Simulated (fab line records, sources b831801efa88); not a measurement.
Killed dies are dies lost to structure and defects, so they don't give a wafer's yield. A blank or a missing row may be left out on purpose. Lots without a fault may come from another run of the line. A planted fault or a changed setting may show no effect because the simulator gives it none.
Which tool did it? | flow gf180mcu | 12 lots, 36 wafers sampled, at 6 steps of a route of 602

WHAT THE GAUGES READ, wafer by wafer
GF_VT_IMPLANT_RS_MEAS_49: measures by four-point-probe.
lot  | measured     | on            | MVPSD_RS (ohm/sq)
L835 | day 8 01:00  | film_metro-04 | 1171.3 1171.7 1171.4
L836 | day 8 06:36  | film_metro-03 | 1175.5 1175.7 1174.5
L837 | day 8 13:21  | film_metro-01 | 1167.2 1168.6 1164.6
L838 | day 8 20:08  | film_metro-03 | 1166.1 1165.2 1169.8
L840 | day 9 10:38  | film_metro-03 | 1168.0 1164.4 1167.6
L842 | day 10 03:16 | film_metro-01 | 1167.9 1169.8 1168.5
L843 | day 10 15:33 | film_metro-04 | 1166.4 1165.9 1169.1
L844 | day 11 02:26 | film_metro-03 | 1171.9 1172.1 1170.0
L845 | day 11 04:01 | film_metro-04 | 1168.8 1169.7 1167.2
L849 | day 12 02:21 | film_metro-04 | 1166.8 1167.0 1169.7
L855 | day 13 19:15 | film_metro-04 | 1165.7 1174.0 1167.8
L854 | day 13 20:16 | film_metro-04 | 1168.6 1170.4 1168.0

GF_HV_LDD_TW_MEAS_11.
lot  | measured     | on            | HV_LDD_TW
L835 | day 10 13:02 | film_metro-04 | 2422 2423 2423
L836 | day 10 19:59 | film_metro-04 | 2423 2437 2429
L837 | day 11 02:37 | film_metro-01 | 2434 2438 2446
L838 | day 11 08:57 | film_metro-04 | 2438 2443 2447
L840 | day 12 04:33 | film_metro-01 | 2438 2417 2410
L842 | day 12 17:49 | film_metro-03 | 2436 2442 2424
L843 | day 13 07:20 | film_metro-03 | 1923 1915 1920
L844 | day 13 19:06 | film_metro-01 | 2433 2435 2432
L845 | day 13 22:07 | film_metro-01 | 1940 1931 1933
L849 | day 14 23:14 | film_metro-04 | 2447 2429 2434
L855 | day 16 19:31 | film_metro-01 | 2436 2434 2430
L854 | day 16 21:46 | film_metro-01 | 2435 2427 2424

GF_HV_LDD_RS_MEAS_53: measures by four-point-probe.
lot  | measured     | on            | HV_LDD_RS (ohm/sq)
L835 | day 12 22:22 | film_metro-01 | 416.5 417.5 417.5
L836 | day 13 06:28 | film_metro-03 | 420.3 419.5 418.4
L837 | day 13 13:56 | film_metro-04 | 416.8 417.2 417.1
L838 | day 13 20:56 | film_metro-04 | 419.0 419.1 419.2
L840 | day 14 18:31 | film_metro-04 | 417.9 418.6 418.9
L842 | day 15 07:52 | film_metro-01 | 418.4 417.6 419.2
L843 | day 16 01:13 | film_metro-03 | 566.3 567.4 566.8
L844 | day 16 11:40 | film_metro-03 | 417.5 418.0 418.1
L845 | day 16 16:16 | film_metro-04 | 565.5 565.6 567.8
L849 | day 17 18:47 | film_metro-01 | 418.0 419.2 417.9
L855 | day 19 19:37 | film_metro-03 | 416.5 417.6 415.9
L854 | day 19 20:38 | film_metro-04 | 418.1 418.4 418.8

WHICH TOOL RAN EACH LOT (tool, then ch and the chambers of the sampled wafers, then the start)
lot  | GF_VT_IMPLANT_RTA_45             | GF_POLY_GATE_STRIP_14                | GF_HV_LDD_IMPLANT_09
L835 | rtp_anneal-01 ch 0, day 8 00:32  | plasma_asher-01 ch 0,1, day 9 17:31  | implanter-02 ch 0, day 10 12:47
L836 | rtp_anneal-01 ch 0, day 8 06:08  | plasma_asher-01 ch 0,1, day 9 23:28  | implanter-02 ch 0, day 10 19:44
L837 | rtp_anneal-02 ch 0, day 8 12:53  | plasma_asher-01 ch 0,1, day 10 06:23 | implanter-03 ch 0, day 11 02:23
L838 | rtp_anneal-01 ch 0, day 8 19:40  | plasma_asher-01 ch 0,1, day 10 12:52 | implanter-02 ch 0, day 11 08:43
L840 | rtp_anneal-02 ch 0, day 9 10:10  | plasma_asher-01 ch 0,1, day 11 05:35 | implanter-04 ch 0, day 12 04:19
L842 | rtp_anneal-01 ch 0, day 10 02:49 | plasma_asher-01 ch 0,1, day 11 21:17 | implanter-02 ch 0, day 12 17:35
L843 | rtp_anneal-01 ch 0, day 10 15:05 | plasma_asher-02 ch 0,1, day 12 09:55 | implanter-02 ch 0, day 13 07:05
L844 | rtp_anneal-01 ch 0, day 11 01:59 | plasma_asher-01 ch 0,1, day 12 21:10 | implanter-03 ch 0, day 13 18:49
L845 | rtp_anneal-01 ch 0, day 11 03:33 | plasma_asher-01 ch 1, day 12 23:28   | implanter-02 ch 0, day 13 21:53
L849 | rtp_anneal-01 ch 0, day 12 01:53 | plasma_asher-02 ch 0,1, day 14 00:11 | implanter-03 ch 0, day 14 23:01
L855 | rtp_anneal-02 ch 0, day 13 18:47 | plasma_asher-01 ch 0,1, day 15 18:16 | implanter-04 ch 0, day 16 19:16
L854 | rtp_anneal-01 ch 0, day 13 19:49 | plasma_asher-04 ch 0,1, day 15 20:52 | implanter-03 ch 0, day 16 21:32
- GF_VT_IMPLANT_RTA_45: time 30 s.
- GF_POLY_GATE_STRIP_14: strips in O2/N2.
- GF_HV_LDD_IMPLANT_09

WHAT THE TOOLS THEMSELVES READ (means of the sampled wafers that have a number; where no wafer has one, the mark that the record gives instead)
GF_VT_IMPLANT_RTA_45.
lot  | tool          | lamp_power_pct (%) | wafer_temp_C_max
L835 | rtp_anneal-01 | 40                 | 1052.9
L836 | rtp_anneal-01 | 40                 | 1053.4
L837 | rtp_anneal-02 | 26                 | 1054.6
L838 | rtp_anneal-01 | 40                 | 1052.3
L840 | rtp_anneal-02 | 26                 | 1054.5
L842 | rtp_anneal-01 | 39                 | 1054.1
L843 | rtp_anneal-01 | 40                 | 1053.1
L844 | rtp_anneal-01 | 40                 | 1052.7
L845 | rtp_anneal-01 | 40                 | 1053.2
L849 | rtp_anneal-01 | 40                 | 1053.6
L855 | rtp_anneal-02 | 26                 | 1053.7
L854 | rtp_anneal-01 | 40                 | 1053.3

GF_POLY_GATE_STRIP_14.
lot  | tool            | chamber_pressure_mTorr (mTorr) | drypump_motor_current_A (A) | heater_power_w (W) | oes_product_au (a.u.)
L835 | plasma_asher-01 | 1499.5                         | 5.6                         | 340                | 0.503
L836 | plasma_asher-01 | 1499.4                         | 5.6                         | 337                | 0.508
L837 | plasma_asher-01 | 1500.3                         | 5.6                         | 336                | 0.504
L838 | plasma_asher-01 | 1500.0                         | 5.1                         | 351                | 0.503
L840 | plasma_asher-01 | 1500.4                         | 5.1                         | 346                | 0.510
L842 | plasma_asher-01 | 1499.5                         | 5.1                         | 349                | 0.503
L843 | plasma_asher-02 | 1500.0                         | 5.6                         | 354                | 0.504
L844 | plasma_asher-01 | 1501.3                         | 5.2                         | 346                | 0.502
L845 | plasma_asher-01 | 1501.3                         | 6.0                         | 322                | 0.503
L849 | plasma_asher-02 | 1500.1                         | 5.5                         | 344                | 0.510
L855 | plasma_asher-01 | 1499.3                         | 5.1                         | 352                | 0.503
L854 | plasma_asher-04 | 1498.7                         | 5.8                         | 332                | 0.503

GF_HV_LDD_IMPLANT_09.
lot  | tool         | dose_ions_cm2 | faraday_current_uA
L835 | implanter-02 | 1e+14         | 559
L836 | implanter-02 | 1e+14         | 565
L837 | implanter-03 | 1e+14         | 560
L838 | implanter-02 | 1e+14         | 557
L840 | implanter-04 | 1e+14         | 564
L842 | implanter-02 | 1e+14         | 561
L843 | implanter-02 | 4e+13         | 245
L844 | implanter-03 | 1e+14         | 560
L845 | implanter-02 | 4e+13         | 248
L849 | implanter-03 | 1e+14         | 570
L855 | implanter-04 | 1e+14         | 569
L854 | implanter-03 | 1e+14         | 562

THE ANSWER, worked out from the rows above alone
Rule: what is usual is taken from the lots themselves. Put in order of their means at a reading, lots are off if they are a third of the lots or fewer, leave a main group of 4 or more, and stand apart from it by a gap of 3 or more times the standard deviation of the main group's means; of several such gaps the widest counts. A main group whose means are all the same, to the digits that the tables above print for the reading, isn't used. A lot without any number at a reading at which 4 lots or more have one is off too. The other lots that the step has rows for count as sound. The gauges are gone through in route order, then the tools' own readings, and for those a lot's mean is taken as printed above. The first step at which some lot is off is used, and at that step the reading that is off furthest; a lot without a number counts as furthest.
Off: L843, L845, at GF_HV_LDD_TW_MEAS_11 (HV_LDD_TW). The main group: mean 2432, standard deviation 6.4.
A tool fits if, at a process step before that reading, it ran every lot that is off, and no sound lot after the first of them. The gauges at GF_HV_LDD_TW_MEAS_11 aren't tried: what is off there is off at GF_HV_LDD_IMPLANT_09 too, on other tools, and a gauge's error can't cause that. One fits: implanter-02 at GF_HV_LDD_IMPLANT_09. Its last sound lot is L842 (day 12 17:35), its first lot that is off L843 (day 13 07:05): a fault that began between those two fits.
The tool's own readings at GF_HV_LDD_IMPLANT_09 bear it out: on the lots that are off they differ by more than 5 times the standard deviation of the sound lots' means. dose_ions_cm2 reads 4e+13 there against 1e+14 on the sound lots; faraday_current_uA reads 246 there against 563 on the sound lots.

WHAT THE SIMULATOR HAD PUT IN
Process parameter drift: implanter-02, from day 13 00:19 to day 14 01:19, at GF_HV_LDD_IMPLANT_09. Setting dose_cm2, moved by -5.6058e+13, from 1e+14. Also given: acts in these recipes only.
Lots struck among those shown: L843, L845. The rule above found the same.
